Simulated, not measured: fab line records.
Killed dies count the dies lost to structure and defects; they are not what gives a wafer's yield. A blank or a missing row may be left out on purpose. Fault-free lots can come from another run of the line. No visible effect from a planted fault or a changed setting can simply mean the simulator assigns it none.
2 desks, one fault ; flow sky130 ; each desk holds nothing but its own numbers, with what lay behind them at the end

## FOR THE TOOL OWNER'S DESK: cvdW-02
The tool's own readings at SKY_VIA1_CVD_21 (deposits W, target thk 270 nm, time 80.902 s): means of the sampled wafers that have a number, for each lot that ran on this tool. If a lot's mean is further than 4 standard deviations from the usual mean, the lot is out of limits and carries the mark OUT (the distance appears in the brackets).
Columns: A = chamberPressureTorr at SKY_VIA1_CVD_21, usual 40.00 Torr; B = heaterPowerW at SKY_VIA1_CVD_21, usual 834 W
lot;first seen here;A;B
L335;day 35 09:18;40.08;781
L338;day 36 07:11;40.05;825
L340;day 36 22:13;40.07;824
L347;day 39 04:47;40.14;873
L349;day 39 11:35;43.00 (+32) OUT;824
L350;day 39 15:48;42.94 (+31) OUT;828
L351;day 40 03:19;46.04 (+64) OUT;866
This desk's verdict: out of limits on L349, L350, L351, starting with L349 at day 39 11:35 (chamberPressureTorr at SKY_VIA1_CVD_21). L335, L338, L340, L347: within limits.

## METROLOGY DESK
Means of the sampled wafers that have a number, per lot and without regard to the tool the lot ran on: this is what the gauges read. If a lot's mean is further than 4 standard deviations from the usual mean, the lot is out of limits and carries the mark OUT (the distance appears in the brackets).
Columns: A = VIA1_W_RS at SKY_VIA1_RS_MEAS_22, usual 0.427 ohm/sq; B = VIA1_W_THK at SKY_VIA1_THK_MEAS_23, usual 275 nm
lot;first seen here;A;B
L335;day 35 09:23;0.427;275
L338;day 36 07:18;0.426;275
L340;day 36 22:18;0.425;279
L341;day 37 07:05;0.426;272
L345;day 38 07:26;0.424;276
L347;day 39 04:53;0.428;276
L348;day 39 10:11;0.422;279
L349;day 39 11:43;0.419;282
L350;day 39 15:54;0.418;280
L351;day 40 03:25;0.403 (-4.9) OUT;289
L353;day 40 16:48;0.427;275
This desk finds L351 out of limits, with the earliest case on L351 at day 40 03:25 (VIA1_W_RS at SKY_VIA1_RS_MEAS_22). L335, L338, L340, L341, L345, L347, L348, L349, L350, L353: within limits.

## ALL TOGETHER
At day 39 11:35, on L349, L350, L351, the tool owner's desk was in a position to raise an alarm.
L351 would have let the metrology desk raise an alarm at day 40 03:25.
The metrology desk holds a record of L349, L350, inside its limits.
Of the lots named, all ran SKY_VIA1_CVD_21 on cvdW-02.

## WHAT THE SIMULATOR PUT IN
cvdW-02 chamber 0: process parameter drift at SKY_VIA1_CVD_21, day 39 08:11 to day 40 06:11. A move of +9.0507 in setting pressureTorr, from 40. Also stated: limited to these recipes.
Lots struck among those shown: L349, L350, L351.
Time in hours from fault onset to the first out-of-limits reading at each desk: tool owner's desk 3, metrology desk 19.
